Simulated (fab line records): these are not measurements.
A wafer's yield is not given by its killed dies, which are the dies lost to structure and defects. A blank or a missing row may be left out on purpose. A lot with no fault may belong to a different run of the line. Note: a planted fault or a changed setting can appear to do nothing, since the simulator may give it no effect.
Chamber matching ; flow gf180mcu ; GF_V2_ETCH_16 on rie diel-02: 4 sister chambers
The step etches BARC in N2/H2. 14 wafers are shown with their chamber, then 7 later ones without.

WAFERS PAIRED WITH THEIR CHAMBERS
wafer;chamber;drypump motor current A (A);oes product au (a.u.);throttle valve pct (%)
L391.2;0;5.0;0.851;13.213
L391.3;3;5.3;0.864;13.228
L391.5;2;5.6;0.852;13.231
L392.3;2;5.6;0.852;13.229
L392.4;3;5.3;0.854;13.211
L392.5;0;5.1;0.862;13.239
L396.1;2;5.6;0.845;13.232
L396.2;3;5.3;0.861;13.219
L396.3;1;6.1;0.854;13.216
L398.1;1;6.1;0.850;13.218
L398.2;0;5.1;0.858;13.208
L398.4;2;5.6;0.853;13.233
L401.2;1;6.1;0.849;13.215
L401.5;1;6.1;0.861;13.229

SIGNATURES, as means of the wafers listed above
reading;chamber 0;chamber 1;chamber 2;chamber 3;scatter within a chamber
drypump motor current A;5.067;6.100;5.600;5.300;0.0258
oes product au;0.85700;0.85350;0.85050;0.85967;0.00495
throttle valve pct;13.22000;13.21950;13.23125;13.21933;0.00912
Rule: for each reading, subtract the chamber's mean from the wafer's reading, divide by that reading's scatter and square the result; add these up over the readings and take the root, which gives the wafer's distance from the chamber. The wafer belongs to the nearest chamber; if the next one is less than 2 further off, it can't be placed. The scatter is the square root of a quotient: the sum, over the shown wafers, of each reading's squared deviation from its chamber's mean, divided by wafers minus chambers.

WAFERS WITH NO CHAMBER GIVEN
wafer;drypump motor current A (A);oes product au (a.u.);throttle valve pct (%)
L401.6;5.1;0.855;13.228
L409.1;5.3;0.854;13.214
L409.3;5.6;0.852;13.236
L409.4;6.1;0.852;13.228
L414.1;5.6;0.853;13.241
L414.4;5.3;0.856;13.235
L414.6;5.6;0.861;13.239

CHAMBER TAKEN BY EACH
wafer;from the rows above;in truth
L401.6;0;0
L409.1;3;3
L409.3;2;2
L409.4;1;1
L414.1;2;2
L414.4;3;3
L414.6;2;2
7 of 7 placed correctly. Number that these rows cannot place: 0. Placed wrongly: 0.
